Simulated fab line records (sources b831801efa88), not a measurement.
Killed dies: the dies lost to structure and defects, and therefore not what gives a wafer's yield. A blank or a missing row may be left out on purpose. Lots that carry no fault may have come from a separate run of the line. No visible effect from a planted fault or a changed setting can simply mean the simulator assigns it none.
Chamber matching	flow sky130	4 sister chambers for SKY_VIA3_ETCH_15 on rie-diel-01
The step etches SiO2 in C4F8/O2/Ar, stops on TiN, target depth 507 nm, time 78 s. 4 wafers are shown with their chamber, then 10 later ones without.

== WAFERS PAIRED WITH THEIR CHAMBERS ==
wafer	chamber	oes-product-au (a.u.)
L089.1	1	0.946
L089.5	3	0.953
L092.1	0	0.951
L092.2	2	0.939

== WAFERS WITHOUT THEIR CHAMBER ==
wafer	oes-product-au (a.u.)
L092.3	0.949
L092.4	0.950
L092.5	0.939
L092.6	0.938
L093.3	0.948
L093.4	0.944
L093.5	0.940
L096.2	0.948
L096.4	0.951
L096.6	0.945

== WHICH CHAMBER EACH WENT THROUGH ==
wafer	from the rows above	in truth
L092.3	can't be placed: 0 or 1 or 3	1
L092.4	can't be placed: 0 or 3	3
L092.5	2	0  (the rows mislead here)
L092.6	2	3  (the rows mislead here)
L093.3	can't be placed: 1 or 0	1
L093.4	1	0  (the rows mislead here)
L093.5	2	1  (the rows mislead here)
L096.2	can't be placed: 1 or 0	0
L096.4	can't be placed: 0 or 3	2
L096.6	1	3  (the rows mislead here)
0 of 10 placed correctly. Cannot be placed on the basis of these rows: 5; the candidates contain the true chamber in 4. 5 placed wrongly.
How it was worked out, from the rows above alone: a wafer's distance from a chamber is the root of the sum, over the readings, of the square of ((its reading less the chamber's mean) divided by the reading's scatter). If the next closest chamber is less than 2 further off than the closest, the wafer can't be placed; otherwise it belongs to the closest. For every chamber, the mean is computed from those of its wafers that are shown. The scatter: root of mean squared gap, hidden wafer to nearest shown wafer, with one shown wafer a chamber.
